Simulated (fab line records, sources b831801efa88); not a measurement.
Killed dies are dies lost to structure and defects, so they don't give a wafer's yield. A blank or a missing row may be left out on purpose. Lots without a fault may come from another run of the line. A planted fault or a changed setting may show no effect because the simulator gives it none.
Tool commonality check | flow sky130 | 12 lots, 36 wafers sampled

WHY IT WAS OPENED
At SKY_SONOS_ONO_CD_MEAS_13 the reading cd_nm is flagged on 2 of 12 lots. Wafers without a fault read 409.7 nm, standard deviation 2.1.
Rule: a lot is flagged when every wafer of it that has a number lies more than 4 standard deviations from that mean, or none has a number. The other lots count as sound.

lot  | measured     | on        | cd_nm (nm), wafer by wafer | flag
L161 | day 12 11:17 | cd_sem-02 | 409.8 409.4 408.6          |
L162 | day 13 02:46 | cd_sem-02 | 409.9 410.3 409.7          |
L163 | day 13 03:21 | cd_sem-01 | 410.5 408.3 408.7          |
L165 | day 14 01:19 | cd_sem-01 | 411.3 411.4 410.5          |
L167 | day 14 12:37 | cd_sem-01 | 412.7 410.9 411.3          |
L174 | day 17 03:20 | cd_sem-01 | 368.5 371.7 396.7          | FLAGGED
L175 | day 17 10:26 | cd_sem-01 | 387.2 366.2 378.2          | FLAGGED
L176 | day 18 01:36 | cd_sem-01 | 410.0 406.8 405.9          |
L180 | day 19 08:44 | cd_sem-01 | 411.4 411.1 409.4          |
L181 | day 19 09:31 | cd_sem-02 | 407.8 409.2 410.3          |
L182 | day 19 20:26 | cd_sem-02 | 409.4 411.7 409.7          |
L183 | day 20 01:37 | cd_sem-01 | 413.8 412.4 411.3          |
The numbers of the flagged lots are 378.1 nm on average: -31.6 nm against the usual, or -15 standard deviations.

WHICH TOOL RAN EACH LOT
The record holds 1 process step before the reading, out of a route of 708 steps. In each cell: the tool, then ch and the chambers that the sampled wafers went through, then the start.
lot  | flag    | SKY_SONOS_ONO_EXPOSE_10
L161 |         | iline_stepper-02 ch 0, day 11 23:18
L162 |         | iline_stepper-02 ch 0, day 12 14:40
L163 |         | iline_stepper-01 ch 0, day 12 15:04
L165 |         | iline_stepper-01 ch 0, day 13 11:55
L167 |         | iline_stepper-01 ch 0, day 14 00:07
L174 | FLAGGED | iline_stepper-01 ch 0, day 16 14:02
L175 | FLAGGED | iline_stepper-01 ch 0, day 16 20:54
L176 |         | iline_stepper-02 ch 0, day 17 12:01
L180 |         | iline_stepper-02 ch 0, day 18 18:04
L181 |         | iline_stepper-02 ch 0, day 18 18:43
L182 |         | iline_stepper-02 ch 0, day 19 04:44
L183 |         | iline_stepper-02 ch 0, day 19 09:38
What these steps do:
- SKY_SONOS_ONO_EXPOSE_10: exposes mask ONOM, target cd 410 nm.
- SKY_SONOS_ONO_CD_MEAS_13: target cd 410 nm.

FLAGGED OVER TOTAL, TOOL BY TOOL (the gauges that took the reading come last)
step                     | tool             | lots run | flagged | share of the flagged lots | sound lots run after its first flagged lot
SKY_SONOS_ONO_EXPOSE_10  | iline_stepper-01 | 5        | 2       | all                       | 0
SKY_SONOS_ONO_EXPOSE_10  | iline_stepper-02 | 7        | 0       | none                      | -
SKY_SONOS_ONO_CD_MEAS_13 | cd_sem-01        | 8        | 2       | all                       | 3 (L176,L180,L183)
SKY_SONOS_ONO_CD_MEAS_13 | cd_sem-02        | 4        | 0       | none                      | -

WHAT THE TABLE ALLOWS
2 rows of the table ran every flagged lot: iline_stepper-01 at SKY_SONOS_ONO_EXPOSE_10, cd_sem-01 at SKY_SONOS_ONO_CD_MEAS_13.
- iline_stepper-01 at SKY_SONOS_ONO_EXPOSE_10: 2 of its 5 lots flagged. Its last sound lot is L167 (day 14 00:07), its first flagged lot L174 (day 16 14:02): a fault that began between those two fits.
- cd_sem-01 at SKY_SONOS_ONO_CD_MEAS_13: 2 of its 8 lots flagged. Sound lots ran on it after the first flagged one (L176, L180, L183), which a lasting fault on the whole tool wouldn't allow.
One tool is left: iline_stepper-01 at SKY_SONOS_ONO_EXPOSE_10.

WHAT THE SIMULATOR HAD PUT IN
Process parameter drift: iline_stepper-01, from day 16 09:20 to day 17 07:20, at SKY_SONOS_ONO_EXPOSE_10. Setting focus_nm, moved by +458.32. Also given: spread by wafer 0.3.
Lots struck among those shown: L174, L175. The rule above found the same.
